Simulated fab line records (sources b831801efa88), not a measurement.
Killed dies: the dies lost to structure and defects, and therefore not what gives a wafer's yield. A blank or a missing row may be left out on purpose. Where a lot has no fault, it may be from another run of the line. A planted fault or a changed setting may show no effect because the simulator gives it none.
Shared-tool check	flow sky130	Lots sampled 12, wafers sampled 42

WHAT PROMPTED THE OPENING
2 of 12 lots carry a flag on the reading VT_ADJUST_PCH_TW at SKY_VT_ADJUST_PCH_TW_MEAS_10. No-fault wafers: 141.2, standard deviation 1.3.
Rule: flag the lot when none of its wafers has a number, or when each of its wafers that has one lies beyond 4 standard deviations from that mean. The rest of the lots are taken to be sound.

lot	measured	on	VT_ADJUST_PCH_TW, wafer by wafer	flag
L546	day 10 21:09	filmMetro-01	141.0 141.2 140.0	
L547	day 11 14:43	filmMetro-04	141.0 142.4 141.0	
L549	day 11 18:00	filmMetro-04	142.0 142.1 142.2	
L552	day 13 02:04	filmMetro-02	138.9 138.4 138.9	
L554	day 13 18:23	filmMetro-01	141.7 141.3 140.9	
L555	day 13 19:04	filmMetro-04	142.7 142.0 141.8	
L562	day 15 18:57	filmMetro-04	141.9 143.5 142.8	
L564	day 16 10:34	filmMetro-01	141.0 141.6 141.0	
L565	day 16 12:45	filmMetro-04	115.8 116.4 115.2 115.9 115.9 116.5	FLAGGED
L566	day 17 02:21	filmMetro-01	114.3 113.5 114.8 114.2 114.2 113.8	FLAGGED
L567	day 17 04:10	filmMetro-04	141.7 141.5 142.3	
L568	day 17 05:29	filmMetro-02	139.3 139.8 140.2	
The mean of the flagged lots' numbers is 115.0, -26.2 from the usual (-20 standard deviations).

WHICH TOOL EACH LOT WENT THROUGH
The record keeps 1 process step preceding the reading, out of 708 steps on the route. In each cell: the tool, then ch and the chambers that the sampled wafers went through, then the start.
lot	flag	SKY_VT_ADJUST_PCH_IMPLANT_08
L546		implanter-03 ch 0, day 10 20:54
L547		implanter-03 ch 0, day 11 14:28
L549		implanter-04 ch 0, day 11 17:48
L552		implanter-04 ch 0, day 13 01:51
L554		implanter-04 ch 0, day 13 18:11
L555		implanter-03 ch 0, day 13 18:51
L562		implanter-03 ch 0, day 15 18:42
L564		implanter-04 ch 0, day 16 10:19
L565	FLAGGED	implanter-03 ch 0, day 16 12:30
L566	FLAGGED	implanter-03 ch 0, day 17 02:08
L567		implanter-04 ch 0, day 17 03:55
L568		implanter-04 ch 0, day 17 05:15
What is done by these steps:
- SKY_VT_ADJUST_PCH_IMPLANT_08
- SKY_VT_ADJUST_PCH_TW_MEAS_10

FLAGGED OVER TOTAL, TOOL BY TOOL (the gauges that took the reading come last)
step	tool	lots run	flagged	share of the flagged lots	sound lots run after its first flagged lot
SKY_VT_ADJUST_PCH_IMPLANT_08	implanter-03	6	2	all	0
SKY_VT_ADJUST_PCH_IMPLANT_08	implanter-04	6	0	none	-
SKY_VT_ADJUST_PCH_TW_MEAS_10	filmMetro-01	4	1	some	0
SKY_VT_ADJUST_PCH_TW_MEAS_10	filmMetro-02	2	0	none	-
SKY_VT_ADJUST_PCH_TW_MEAS_10	filmMetro-04	6	1	some	1 (L567)

WHAT THE TABLE PERMITS
All flagged lots share 1 row of the table, namely implanter-03 at SKY_VT_ADJUST_PCH_IMPLANT_08.
- implanter-03 at SKY_VT_ADJUST_PCH_IMPLANT_08: 2 of its 6 lots flagged. A fault beginning between L562 (day 15 18:42), its last sound lot, and L565 (day 16 12:30), its first flagged one, fits the data. Its own readings lie more than 4 standard deviations out on every wafer of the flagged lots: doseIonsCm2, faradayCurrentUA.
What remains is a single tool, implanter-03 at SKY_VT_ADJUST_PCH_IMPLANT_08.

WHAT THE SIMULATOR HAD INSERTED
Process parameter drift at SKY_VT_ADJUST_PCH_IMPLANT_08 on implanter-03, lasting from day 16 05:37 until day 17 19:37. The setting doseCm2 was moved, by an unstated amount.
Lots struck among those shown: L565, L566. The rule above found the same.
